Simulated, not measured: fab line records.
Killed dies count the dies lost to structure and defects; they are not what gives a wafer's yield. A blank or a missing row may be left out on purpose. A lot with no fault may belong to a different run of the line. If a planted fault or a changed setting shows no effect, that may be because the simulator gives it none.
fab line records    flow sky130
record lots=7  wafers=21  last_day=50
route steps=708 shown GATE_OXIDE@201 POLY_GATE@204 RES_PROTECT@206 PAD_OPEN@708
lots with no fault: from the same line, run without faults
start_h: start of the lot's first displayed wafer, in hours after the record's first day    wait_h: how many hours have passed since the lot's step before this one    " identical to the entry in the row above    L1.1+2: several wafers, shown together as one row    - no value present, or no start provided    * or withheld: withheld    < > ~ a bound
route shown NAME@n: names a module that has steps shown in the file, with the first one's number in the route    usual: mean/standard deviation taken from wafers without a fault    same: alike in all rows    chamber/n: place in a boat    sites: per-site readings    _std_site: the standard deviation of these    _edge_site: outer sites' mean less inner sites'    radius_mm: for every site, how far away it sits from the centre of the wafer    mask NAME#n: copy n    behind: the tool/chamber that last shaped the wafer    hold: why the lot was held/for how many hours/how that ended    device: whichever transistor did not switch (one of n, p or np)    end of line: the tests these same wafers got at the end of their route    a step given without rows: its recipe and nothing more    killed: dies lost to structure and defects at the first sort, not the wafer's yield    map: dies across one wafer; x = killed, . = not, _ = none there
set.NAME: setting as actually run; set.NAME@STEP: the setting as run at that earlier step    model.NAME: the simulator's own value behind a step, which no gauge read
lots at selected steps of the route; one table per step, one row per wafer
services: the hour from which a tool's chamber was out of use, counted from the record's first day as start_h (under 0 if before that day), plus the number of hours and why
## steps
# step SKY_GATE_OXIDE_TW_MEAS_14
# usual GATE_OXIDE_TW=223.4/1.7
lot.wafer  tool           chamber  start_h  wait_h  GATE_OXIDE_TW
L172.2     film_metro-02  -        335.27   0.1     221.9
L172.3     "              -        "        "       222.5
L172.4     "              -        "        "       222.5
L173.2     film_metro-04  -        343.30   0.1     226.2
L173.4     "              -        "        "       226.4
L173.6     "              -        "        "       226.1
L175.3     film_metro-02  -        367.86   0.1     224.3
L175.5     "              -        "        "       224.9
L175.6     "              -        "        "       223.9
L181.2     film_metro-02  -        413.74   0.1     224.6
L181.4     "              -        "        "       224.8
L181.5     "              -        "        "       223.1
L183.1     film_metro-03  -        421.28   0.1     221.1
L183.2     "              -        "        "       221.6
L183.3     "              -        "        "       221.7
L187.2     film_metro-02  -        461.69   0.1     221.8
L187.4     "              -        "        "       222.3
L187.5     "              -        "        "       222.1
L192.4     film_metro-03  -        496.38   0.1     221.7
L192.5     "              -        "        "       222.4
L192.6     "              -        "        "       222.2
# step SKY_GATE_OXIDE_CLEAN_15
# recipe chemistry=SC1/SC2  mix=1:4:20  temp_c=70  time_s=150  dry=n2_spin
# step SKY_GATE_OXIDE_OXIDATION_16
# recipe temp_c=800  ambient=O2  idle_temp_c=700  ramp_up_c_per_min=10  ramp_down_c_per_min=3  stabilise_s=600  purge_s=300  target_thk_a=35.7  ox_time_s=1915
# step SKY_POLY_GATE_CVD_00
# recipe material=poly-Si  target_thk_nm=180  temp_c=620  time_s=720  pressure_mtorr=200
# step SKY_POLY_GATE_THK_MEAS_01
# recipe reads=poly-Si_of_POLY_GATE_CVD_00
# usual POLY_GATE_CVD_00_THK=179.3/1.7
lot.wafer  tool           chamber  start_h  wait_h  POLY_GATE_CVD_00_THK[nm]
L172.2     film_metro-01  -        338.12   0.0     180.7
L172.3     "              -        "        "       179.9
L172.4     "              -        "        "       179.0
L173.2     film_metro-01  -        346.14   0.0     180.1
L173.4     "              -        "        "       180.6
L173.6     "              -        "        "       181.5
L175.3     film_metro-03  -        377.35   0.0     179.2
L175.5     "              -        "        "       179.8
L175.6     "              -        "        "       180.2
L181.2     film_metro-02  -        416.58   0.0     178.0
L181.4     "              -        "        "       178.6
L181.5     "              -        "        "       176.8
L183.1     film_metro-02  -        425.87   0.0     180.5
L183.2     "              -        "        "       179.2
L183.3     "              -        "        "       182.0
L187.2     film_metro-02  -        464.53   0.0     177.0
L187.4     "              -        "        "       175.1
L187.5     "              -        "        "       175.8
L192.4     film_metro-02  -        500.05   0.0     176.8
L192.5     "              -        "        "       178.0
L192.6     "              -        "        "       177.7
# step SKY_RES_PROTECT_DEHYDRATE_00
# recipe temp_c=200  time_s=60
# step SKY_RES_PROTECT_HMDS_01
# recipe prime_time_s=60  prime_temp_c=120
# step SKY_RES_PROTECT_COAT_02
# recipe resist=NOVOLAK  spin_rpm=3000  resist_thk_nm=1140
# step SKY_RES_PROTECT_SOFTBAKE_03
# recipe temp_c=90  time_s=60  resist=NOVOLAK
# step SKY_RES_PROTECT_EXPOSE_04
# recipe mask_id=RPM  na=0.6  source_shape=conventional  sigma_outer=0.6  polarization=unpolarized  target_cd_nm=1270  dose_mj=131
# step SKY_RES_PROTECT_PEB_05
# recipe temp_c=withheld  time_s=*  resist=NOVOLAK
# step SKY_RES_PROTECT_DEVELOP_06
# recipe resist=NOVOLAK  developer=TMAH  develop_time_s=60  dev_temp_c=23
# step SKY_POLY_GATE_IMPLANT_02
# recipe species=P  energy_kev=30  dose_cm2=7.7e+15  tilt_deg=0
# usual dose_ions_cm2=7.7e+15/7.8e+12
lot.wafer  tool          chamber  start_h  wait_h  dose_ions_cm2
L172.2     implanter-04  0        365.59   0.1     7.707e+15
L172.3     "             0        "        "       7.708e+15
L172.4     "             0        "        "       7.689e+15
L173.2     implanter-02  0        373.57   0.1     7.702e+15
L173.4     "             0        "        "       7.704e+15
L173.6     "             0        "        "       7.701e+15
L175.3     implanter-02  0        406.34   0.1     7.7e+15
L175.5     "             0        "        "       7.694e+15
L175.6     "             0        "        "       7.699e+15
L181.2     implanter-02  0        447.04   0.1     7.7e+15
L181.4     "             0        "        "       7.697e+15
L181.5     "             0        "        "       7.712e+15
L181.2     implanter-02  0        447.36   0.3     7.694e+15
L181.4     "             0        "        "       7.697e+15
L181.5     "             0        "        "       7.705e+15
L183.1     implanter-02  0        456.44   0.1     7.706e+15
L183.2     "             0        "        "       7.707e+15
L183.3     "             0        "        "       7.707e+15
L187.2     implanter-04  0        495.02   0.1     7.699e+15
L187.4     "             0        "        "       7.695e+15
L187.5     "             0        "        "       7.707e+15
L187.2     implanter-04  0        495.34   0.3     7.698e+15
L187.4     "             0        "        "       7.698e+15
L187.5     "             0        "        "       7.706e+15
L192.4     implanter-01  0        530.24   0.1     7.694e+15
L192.5     "             0        "        "       7.688e+15
L192.6     "             0        "        "       7.702e+15
L192.4     implanter-01  0        530.56   0.3     7.691e+15
L192.5     "             0        "        "       7.704e+15
L192.6     "             0        "        "       7.699e+15
# step SKY_RES_PROTECT_STRIP_07
# recipe chemistry=O2/N2  power_w=1400  pressure_mtorr=1500  platen_temp_c=withheld  o2_flow_sccm=3000  n2_flow_sccm=300  overash_fraction=0.5
# usual drypump_motor_current_A=5.53/0.28  oes_product_au=0.517/0.0049  strip_time_to_endpoint_s=23.28/0.047
lot.wafer  tool             chamber  start_h  wait_h  drypump_motor_current_A  oes_product_au  rf_hours_counter_h  strip_time_to_endpoint_s
L172.2     plasma_asher-04  0        365.72   0.1     5.64                     0.522           55                  23.33
L172.3     "                0        "        "       5.63                     0.520           -                   23.36
L172.4     "                1        "        "       5.03                     0.518           -                   23.34
L173.2     plasma_asher-01  0        373.69   0.1     5.42                     0.509           25                  23.24
L173.4     "                1        "        "       5.49                     0.513           -                   23.31
L173.6     "                0        "        "       5.45                     0.512           -                   23.27
L175.3     plasma_asher-03  1        406.48   0.1     5.54                     0.514           -                   23.35
L175.5     "                1        "        "       5.51                     0.515           -                   23.34
L175.6     "                0        "        "       5.99                     0.510           -                   23.36
L181.2     plasma_asher-04  1        447.48   0.1     5.04                     0.494           64                  25.00
L181.4     "                0        "        "       5.69                     0.496           -                   24.96
L181.5     "                0        "        "       5.64                     0.489           -                   25.06
L183.1     plasma_asher-03  1        456.59   0.1     5.55                     0.518           3                   23.26
L183.2     "                0        "        "       6.05                     0.517           3                   23.25
L183.3     "                1        "        "       5.54                     0.516           -                   23.28
L187.2     plasma_asher-03  0        495.46   0.1     6.01                     0.498           5                   25.12
L187.4     "                0        "        "       6.00                     0.493           -                   25.12
L187.5     "                0        "        "       5.99                     0.511           -                   25.10
L192.4     plasma_asher-03  0        530.67   0.1     6.00                     0.497           -                   25.05
L192.5     "                1        "        "       5.49                     0.500           -                   25.06
L192.6     "                0        "        "       6.01                     0.497           -                   25.10
# step SKY_RES_PROTECT_TW_MEAS_08
# usual POLY_GATE_TW=4027/31
lot.wafer  tool           chamber  start_h  wait_h  POLY_GATE_TW
L172.2     film_metro-01  -        365.83   0.1     4011
L172.3     "              -        "        "       4045
L172.4     "              -        "        "       4048
L173.2     film_metro-03  -        373.80   0.1     4014
L173.4     "              -        "        "       3977
L173.6     "              -        "        "       3980
L175.3     film_metro-01  -        406.56   0.1     4034
L175.5     "              -        "        "       4020
L175.6     "              -        "        "       4025
L181.2     film_metro-03  -        447.59   0.1     4124
L181.4     "              -        "        "       4107
L181.5     "              -        "        "       4122
L183.1     film_metro-03  -        456.69   0.1     4000
L183.2     "              -        "        "       3997
L183.3     "              -        "        "       3981
L187.2     film_metro-04  -        495.57   0.1     4139
L187.4     "              -        "        "       4140
L187.5     "              -        "        "       4158
L187.2     film_metro-04  -        495.80   0.2     4137
L187.4     "              -        "        "       4159
L187.5     "              -        "        "       4150
L192.4     film_metro-01  -        530.76   0.1     4169
L192.5     "              -        "        "       4164
L192.6     "              -        "        "       4199
L192.4     film_metro-01  -        530.99   0.2     4200
L192.5     "              -        "        "       4172
L192.6     "              -        "        "       4168
# step SKY_RES_PROTECT_CLEAN_09
# recipe chemistry=SC1/SC2  mix=1:4:20  temp_c=70  time_s=150  dry=n2_spin
# step SKY_PAD_OPEN_PROBE_99
# usual killed_at_M0_to_M3=44/7.1  killed_at_M4_up=3.1/1.9  killed_at_contacts=25/5.8  killed_at_front_end=16/4.5  killed_at_other=0.3/0.52  killed_dies=88/9.1  killed_open=48/6.8  killed_short=39/5.8
# same gross_dies=492  killed_at_back_side=0
lot.wafer  tool       chamber  start_h  wait_h  killed_at_M0_to_M3  killed_at_M4_up  killed_at_contacts  killed_at_front_end  killed_at_other  killed_dies  killed_open  killed_short  model.etest.res_poly.line_ohm_um  model.etest.licon_poly.rc_ohm  model.etest.res_poly.rs_ohm_sq
L172.2     prober-02  -        1097.52  0.1     54                  7                17                  7                    0                85           46           39            511.1                             147                            47.21
L172.3     prober-02  -        1097.57  0.2     49                  3                22                  11                   1                86           44           42            523                               147.8                          47.6
L172.4     prober-02  -        1097.62  0.2     49                  4                23                  16                   1                93           50           43            500.3                             142                            47.52
L173.2     prober-01  -        1101.26  0.1     41                  1                17                  21                   1                81           45           36            513.4                             153.3                          48.09
L173.4     prober-01  -        1101.36  0.2     33                  2                25                  13                   0                73           37           36            512.6                             155.9                          48.97
L173.6     prober-01  -        1101.46  0.2     36                  2                20                  17                   0                75           43           32            524.6                             157.3                          48.6
L175.3     prober-01  -        1132.25  0.2     34                  3                16                  16                   0                69           35           34            488.6                             149.5                          46.73
L175.5     prober-01  -        1132.35  0.2     49                  1                19                  12                   1                82           43           38            489                               147.8                          47.42
L175.6     prober-01  -        1132.40  0.2     51                  6                17                  12                   0                86           47           39            490.5                             147                            47.3
L181.2     prober-01  -        1148.01  0.1     42                  3                31                  15                   0                91           56           35            379.9                             102.1                          35.67
L181.4     prober-01  -        1148.11  0.2     28                  2                15                  31                   0                76           37           39            380.3                             106.7                          35.88
L181.5     prober-01  -        1148.16  0.2     37                  1                24                  18                   0                80           45           35            379.4                             103.3                          35.97
L183.1     prober-02  -        1157.66  0.1     49                  3                23                  16                   0                91           49           41            517.6                             148.9                          47.22
L183.2     prober-02  -        1157.71  0.1     42                  3                31                  17                   0                93           49           44            504.4                             153.1                          47.08
L183.3     prober-02  -        1157.76  0.2     36                  4                26                  25                   1                92           49           42            501.7                             149.9                          47.26
L187.2     prober-01  -        1176.62  0.1     48                  3                25                  16                   0                92           47           45            377.2                             105.2                          36.11
L187.4     prober-01  -        1176.72  0.2     51                  1                25                  18                   0                95           58           36            389.1                             103.5                          36.43
L187.5     prober-01  -        1176.77  0.2     42                  6                24                  14                   0                86           54           32            386.6                             102.6                          36.45
L192.4     prober-02  -        1197.12  0.2     39                  4                21                  9                    1                74           39           35            399.2                             104.8                          36.34
L192.5     prober-02  -        1197.17  0.2     40                  8                21                  17                   2                88           38           48            398.9                             107.6                          36.3
L192.6     prober-02  -        1197.22  0.2     38                  3                21                  16                   0                78           46           32            402.5                             104.6                          36.41
# killed by level:class
L172.2 VIA1:geometric_particle:open=14 VIA2:geometric_particle:open=8 LI_CONTACT:geometric_particle:open=8 VIA1:geometric_particle:short=8 METAL1:geometric_particle:short=6 VIA3:geometric_particle:open=6 CONTACT:geometric_particle:open=5 METAL4:geometric_particle:short=5
L172.3 VIA1:geometric_particle:open=11 CONTACT:geometric_particle:open=8 VIA2:geometric_particle:open=7 METAL2:geometric_particle:short=7 METAL1:geometric_particle:short=6 LI_CONTACT:geometric_particle:open=5 CONTACT:geometric_particle:short=5 POLY_GATE:geometric_particle:short=4
L172.4 VIA2:geometric_particle:open=10 VIA1:geometric_particle:open=9 LI_CONTACT:geometric_particle:open=8 CONTACT:geometric_particle:open=8 METAL1:geometric_particle:short=8 VIA1:geometric_particle:short=8 FIELD_ISO:geometric_particle:short=6 VIA2:geometric_particle:short=4
L173.2 VIA1:geometric_particle:open=10 LI_CONTACT:geometric_particle:open=6 METAL2:geometric_particle:short=6 FIELD_ISO:geometric_particle:open=5 POLY_GATE:geometric_particle:open=5 VIA1:geometric_particle:short=5 VIA3:geometric_particle:open=5 POLY_GATE:geometric_particle:short=4
L173.4 CONTACT:geometric_particle:open=9 VIA1:geometric_particle:short=7 VIA3:geometric_particle:open=7 LI_CONTACT:geometric_particle:open=6 METAL1:geometric_particle:short=5 CONTACT:geometric_particle:short=4 FIELD_ISO:geometric_particle:open=3 POLY_GATE:geometric_particle:open=3
L173.6 LI_CONTACT:geometric_particle:open=11 VIA1:geometric_particle:open=7 METAL2:geometric_particle:short=7 FIELD_ISO:geometric_particle:open=5 VIA1:geometric_particle:short=5 VIA3:geometric_particle:open=5 VIA2:geometric_particle:open=4 VIA3:geometric_particle:short=4
L175.3 VIA1:geometric_particle:open=8 CONTACT:geometric_particle:open=6 VIA3:geometric_particle:open=6 VIA1:geometric_particle:short=5 FIELD_ISO:geometric_particle:open=4 METAL1:geometric_particle:short=4 METAL3:geometric_particle:short=4 FIELD_ISO:geometric_particle:short=3
L175.5 VIA1:geometric_particle:open=13 VIA1:geometric_particle:short=8 CONTACT:geometric_particle:open=7 METAL1:geometric_particle:short=7 LI_CONTACT:geometric_particle:open=6 METAL2:geometric_particle:short=5 VIA2:geometric_particle:short=5 FIELD_ISO:geometric_particle:open=4
L175.6 VIA1:geometric_particle:open=10 VIA3:geometric_particle:open=8 CONTACT:geometric_particle:open=7 METAL1:geometric_particle:short=7 VIA2:geometric_particle:open=7 METAL2:geometric_particle:short=6 LOCAL_INTERCONNECT:geometric_particle:short=5 POLY_GATE:geometric_particle:open=3
L181.2 VIA1:geometric_particle:open=13 CONTACT:geometric_particle:open=12 LI_CONTACT:geometric_particle:open=9 VIA2:geometric_particle:open=6 CONTACT:geometric_particle:short=5 VIA3:geometric_particle:open=5 FIELD_ISO:geometric_particle:open=4 POLY_GATE:geometric_particle:open=4
L181.4 VIA1:geometric_particle:open=10 FIELD_ISO:geometric_particle:short=8 POLY_GATE:geometric_particle:short=7 POLY_GATE:geometric_particle:open=6 VIA3:geometric_particle:open=5 FIELD_ISO:geometric_particle:open=4 VIA1:geometric_particle:short=4 SPACER:geometric_particle:short=4
L181.5 METAL2:geometric_particle:short=10 CONTACT:geometric_particle:open=8 VIA1:geometric_particle:open=6 VIA2:geometric_particle:open=6 LI_CONTACT:geometric_particle:open=5 LOCAL_INTERCONNECT:geometric_particle:short=5 VIA3:geometric_particle:open=5 FIELD_ISO:geometric_particle:open=4
L183.1 VIA1:geometric_particle:open=14 VIA3:geometric_particle:open=7 LI_CONTACT:geometric_particle:open=6 LOCAL_INTERCONNECT:geometric_particle:short=6 CONTACT:geometric_particle:open=6 VIA1:geometric_particle:short=6 FIELD_ISO:geometric_particle:short=5 METAL1:geometric_particle:short=5
L183.2 CONTACT:geometric_particle:open=10 CONTACT:geometric_particle:short=9 LI_CONTACT:geometric_particle:open=7 VIA3:geometric_particle:open=7 VIA1:geometric_particle:open=7 FIELD_ISO:geometric_particle:short=6 METAL1:geometric_particle:short=5 METAL2:geometric_particle:short=5
L183.3 FIELD_ISO:geometric_particle:open=11 VIA1:geometric_particle:open=9 LI_CONTACT:geometric_particle:open=8 CONTACT:geometric_particle:open=7 METAL1:geometric_particle:short=6 FIELD_ISO:geometric_particle:short=5 METAL2:geometric_particle:short=4 POLY_GATE:geometric_particle:short=4
L187.2 CONTACT:geometric_particle:open=13 VIA1:geometric_particle:open=10 METAL2:geometric_particle:short=9 VIA3:geometric_particle:open=8 METAL1:geometric_particle:short=6 VIA1:geometric_particle:short=6 FIELD_ISO:geometric_particle:short=5 POLY_GATE:geometric_particle:short=4
L187.4 VIA1:geometric_particle:open=17 CONTACT:geometric_particle:open=9 METAL1:geometric_particle:short=7 FIELD_ISO:geometric_particle:open=6 LI_CONTACT:geometric_particle:open=6 VIA1:geometric_particle:short=6 VIA3:geometric_particle:open=6 CONTACT:geometric_particle:short=5
L187.5 VIA3:geometric_particle:open=15 CONTACT:geometric_particle:open=11 VIA1:geometric_particle:open=10 LI_CONTACT:geometric_particle:open=7 VIA1:geometric_particle:short=5 METAL4:geometric_particle:short=5 FIELD_ISO:geometric_particle:open=4 LOCAL_INTERCONNECT:geometric_particle:short=4
L192.4 VIA1:geometric_particle:open=9 METAL1:geometric_particle:short=8 CONTACT:geometric_particle:open=8 LI_CONTACT:geometric_particle:open=6 METAL3:geometric_particle:short=4 VIA2:geometric_particle:short=4 VIA2:geometric_particle:open=4 POLY_CUT:geometric_particle:open=3
L192.5 CONTACT:geometric_particle:open=10 VIA2:geometric_particle:open=8 VIA1:geometric_particle:open=7 LOCAL_INTERCONNECT:geometric_particle:short=6 METAL2:geometric_particle:short=6 FIELD_ISO:geometric_particle:short=5 POLY_GATE:geometric_particle:open=5 METAL1:geometric_particle:short=5
L192.6 CONTACT:geometric_particle:open=9 VIA3:geometric_particle:open=9 VIA1:geometric_particle:open=8 FIELD_ISO:geometric_particle:open=5 METAL1:geometric_particle:short=5 POLY_GATE:geometric_particle:open=4 CONTACT:geometric_particle:short=4 LI_CONTACT:geometric_particle:open=3
## services
tool             chamber  start_h  hours  kind
implanter-02     -        381.70   4.0    pm
implanter-02     -        386.75   1.1    repair
implanter-04     -        396.82   3.8    pm
implanter-01     -        401.19   4.0    pm
implanter-02     -        408.91   3.0    repair
plasma_asher-03  -        421.28   9.0    pm
plasma_asher-03  0        421.28   9.0    vent_cycle
plasma_asher-03  1        421.28   9.0    vent_cycle
plasma_asher-03  0        430.28   -      clean
plasma_asher-03  1        430.28   -      clean
implanter-04     -        454.38   26.6   pm
implanter-02     -        468.71   3.8    repair
plasma_asher-04  -        471.13   0.5    repair
plasma_asher-03  -        473.48   14.6   pm
plasma_asher-01  -        487.77   3.3    repair
plasma_asher-03  -        488.21   2.8    repair
implanter-01     -        505.38   0.8    repair
implanter-02     -        508.42   4.0    pm
implanter-02     -        527.32   4.0    repair
## key
first_sign step=SKY_POLY_GATE_IMPLANT_02  reading=visit  direction=added
effect step=SKY_RES_PROTECT_STRIP_07  reading=strip_time_to_endpoint_s  direction=up  sigmas=38  usual=*  struck=*
effect step=SKY_RES_PROTECT_TW_MEAS_08  reading=visit  direction=added
model_effect step=SKY_PAD_OPEN_PROBE_99  value=etest.res_poly.line_ohm_um  without=519.5  struck=388.1
met_at SKY_POLY_GATE_IMPLANT_02
struck_wafers L181.2,L181.4,L181.5,L187.2,L187.4,L187.5,L192.4,L192.5,L192.6
tester_left_out L181,L187,L192
fault kind=repeated_step_whole  tool=implanter-01,implanter-02,implanter-04  chamber=-  onset_h=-  steps=SKY_POLY_GATE_IMPLANT_02  times=1  scope=struck_lots_only
# tester_left_out: of these lots the tester's yield and bins aren't shown, on N5 and GAA mostly nor the transistor test; their killed dies are dies lost to structure and defects alone, not to doping, threshold or leakage, so they don't give the yield
